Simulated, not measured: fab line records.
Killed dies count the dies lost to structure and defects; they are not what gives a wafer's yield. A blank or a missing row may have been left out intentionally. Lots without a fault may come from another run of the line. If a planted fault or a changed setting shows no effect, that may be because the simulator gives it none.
Chamber matching | flow gf180mcu | GF_V4_CMP_04 on cmp-02 has 4 sister chambers
The step polishes SiO2. 4 wafers are shown with their chamber, then 8 later ones without.

WAFERS WITH THEIR CHAMBER
wafer  | chamber | motor current A (A)
L715.1 | 3       | 14.7
L715.2 | 2       | 12.3
L715.3 | 0       | 11.6
L717.1 | 1       | 10.1

WAFERS WITH NO CHAMBER GIVEN
wafer  | motor current A (A)
L717.2 | 11.9
L717.6 | 12.3
L719.1 | 12.8
L719.2 | 10.8
L719.3 | 12.2
L720.1 | 11.8
L720.2 | 14.8
L720.4 | 10.4

THE CHAMBER EACH PASSED THROUGH
wafer  | from the rows above     | in truth
L717.2 | can't be placed: 0 or 2 | 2
L717.6 | can't be placed: 2 or 0 | 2
L719.1 | can't be placed: 2 or 0 | 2
L719.2 | can't be placed: 1 or 0 | 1
L719.3 | can't be placed: 2 or 0 | 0
L720.1 | can't be placed: 0 or 2 | 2
L720.2 | 3                       | 3
L720.4 | 1                       | 1
Correct placement for 2 of the 8. From these rows, 6 cannot be placed; in 6 the true chamber is one of the candidates. Number placed wrongly: 0.
How it was worked out, from the rows above alone: a wafer's distance from a chamber is the root of the sum, over the readings, of the square of ((its reading less the chamber's mean) divided by the reading's scatter). The wafer belongs to the nearest chamber; if the next one is less than 2 further off, it can't be placed. A chamber's mean is the mean of its shown wafers. The scatter (one wafer shown for each chamber): square how far every hidden wafer sits from the nearest shown wafer, average those squares and take the square root.
